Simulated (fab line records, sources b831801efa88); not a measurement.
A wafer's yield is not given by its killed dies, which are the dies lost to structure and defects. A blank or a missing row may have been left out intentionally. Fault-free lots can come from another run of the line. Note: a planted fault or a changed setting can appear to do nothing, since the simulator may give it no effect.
Chamber matching / flow gf180mcu / cmp-02 running GF_V4_CMP_04: 4 sister chambers
The step polishes SiO2. 4 wafers are shown with their chamber, then 7 later ones without.

WAFERS, EACH WITH ITS CHAMBER
wafer=L200.2; chamber=1; motor_current_A (A)=13.5
wafer=L203.1; chamber=3; motor_current_A (A)=12.8
wafer=L216.1; chamber=0; motor_current_A (A)=12.8
wafer=L216.2; chamber=2; motor_current_A (A)=11.1

WAFERS WHOSE CHAMBER IS MISSING
wafer=L216.3; motor_current_A (A)=14.1
wafer=L219.1; motor_current_A (A)=11.0
wafer=L219.2; motor_current_A (A)=12.8
wafer=L219.6; motor_current_A (A)=11.1
wafer=L220.1; motor_current_A (A)=13.2
wafer=L220.2; motor_current_A (A)=12.8
wafer=L220.4; motor_current_A (A)=11.1

THE CHAMBER EACH PASSED THROUGH
wafer=L216.3; from the rows above=1; in truth=1
wafer=L219.1; from the rows above=2; in truth=2
wafer=L219.2; from the rows above=can't be placed: 0 or 3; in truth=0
wafer=L219.6; from the rows above=2; in truth=2
wafer=L220.1; from the rows above=can't be placed: 1 or 0 or 3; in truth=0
wafer=L220.2; from the rows above=can't be placed: 0 or 3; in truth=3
wafer=L220.4; from the rows above=2; in truth=2
Placed correctly: 4 of 7. Can't be placed from these rows: 3 (the true chamber is among the candidates in 3). Placed wrongly: 0.
How it was worked out, from the rows above alone: a wafer's distance from a chamber is the root of the sum, over the readings, of the square of ((its reading less the chamber's mean) divided by the reading's scatter). The wafer belongs to the nearest chamber; if the next one is less than 2 further off, it can't be placed. A chamber's mean is the mean of its shown wafers. The scatter: root of mean squared gap, hidden wafer to nearest shown wafer, with one shown wafer a chamber.
